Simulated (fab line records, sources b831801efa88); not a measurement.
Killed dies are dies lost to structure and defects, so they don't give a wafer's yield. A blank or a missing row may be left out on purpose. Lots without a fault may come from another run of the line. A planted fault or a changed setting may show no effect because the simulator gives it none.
Tool commonality check | flow gf180mcu | 12 lots, 36 wafers sampled

WHY IT WAS OPENED
At GF_LVPWELL_TW_MEAS_11 the reading LVPWELL_TW is flagged on 2 of 12 lots. Wafers without a fault read 557, standard deviation 5.8.
Rule: a lot is flagged when every wafer of it that has a number lies more than 4 standard deviations from that mean, or none has a number. The other lots count as sound.

lot  | measured    | on            | LVPWELL_TW, wafer by wafer | flag
L670 | day 3 20:51 | film_metro-03 | 553 551 550                |
L672 | day 4 09:29 | film_metro-03 | 552 552 553                |
L676 | day 5 11:40 | film_metro-04 | 561 559 561                |
L678 | day 5 20:24 | film_metro-03 | 1574 1575 1565             | FLAGGED
L677 | day 5 21:32 | film_metro-04 | 1595 1597 1598             | FLAGGED
L679 | day 6 01:08 | film_metro-02 | 563 566 567                |
L680 | day 6 06:38 | film_metro-03 | 556 553 553                |
L684 | day 7 06:11 | film_metro-04 | 559 563 560                |
L688 | day 8 03:08 | film_metro-03 | 551 550 551                |
L689 | day 8 10:53 | film_metro-03 | 551 549 545                |
L691 | day 8 18:35 | film_metro-03 | 551 550 547                |
L692 | day 9 02:11 | film_metro-03 | 551 547 548                |
The numbers of the flagged lots are 1584 on average: +1027 against the usual, or +99 or more standard deviations.

WHICH TOOL RAN EACH LOT
The record holds 1 process step before the reading, out of a route of 602 steps. In each cell: the tool, then ch and the chambers that the sampled wafers went through, then the start.
lot  | flag    | GF_NWELL_COAT_02
L670 |         | litho_track-01 ch 0, day 3 00:41
L672 |         | litho_track-02 ch 0, day 3 12:17
L676 |         | litho_track-01 ch 0, day 4 13:21
L678 | FLAGGED | litho_track-04, day 4 21:25
L677 | FLAGGED | litho_track-02, day 4 21:22
L679 |         | litho_track-02 ch 0, day 5 02:13
L680 |         | litho_track-01 ch 0, day 5 08:13
L684 |         | litho_track-04 ch 0, day 6 05:44
L688 |         | litho_track-02 ch 0, day 7 01:50
L689 |         | litho_track-02 ch 0, day 7 09:37
L691 |         | litho_track-01 ch 0, day 7 17:06
L692 |         | litho_track-04 ch 0, day 7 23:49
What these steps do:
- GF_NWELL_COAT_02: resist thk 3000 nm.
- GF_LVPWELL_TW_MEAS_11

FLAGGED OVER TOTAL, TOOL BY TOOL (the gauges that took the reading come last)
step                  | tool           | lots run | flagged | share of the flagged lots | sound lots run after its first flagged lot
GF_NWELL_COAT_02      | litho_track-01 | 4        | 0       | none                      | -
GF_NWELL_COAT_02      | litho_track-02 | 5        | 1       | some                      | 3 (L679,L688,L689)
GF_NWELL_COAT_02      | litho_track-04 | 3        | 1       | some                      | 2 (L684,L692)
GF_LVPWELL_TW_MEAS_11 | film_metro-02  | 1        | 0       | none                      | -
GF_LVPWELL_TW_MEAS_11 | film_metro-03  | 8        | 1       | some                      | 5 (L680,L688,L689,L691,L692)
GF_LVPWELL_TW_MEAS_11 | film_metro-04  | 3        | 1       | some                      | 1 (L684)

WHAT THE TABLE ALLOWS
No row of the table ran every flagged lot.

WHAT THE SIMULATOR HAD PUT IN
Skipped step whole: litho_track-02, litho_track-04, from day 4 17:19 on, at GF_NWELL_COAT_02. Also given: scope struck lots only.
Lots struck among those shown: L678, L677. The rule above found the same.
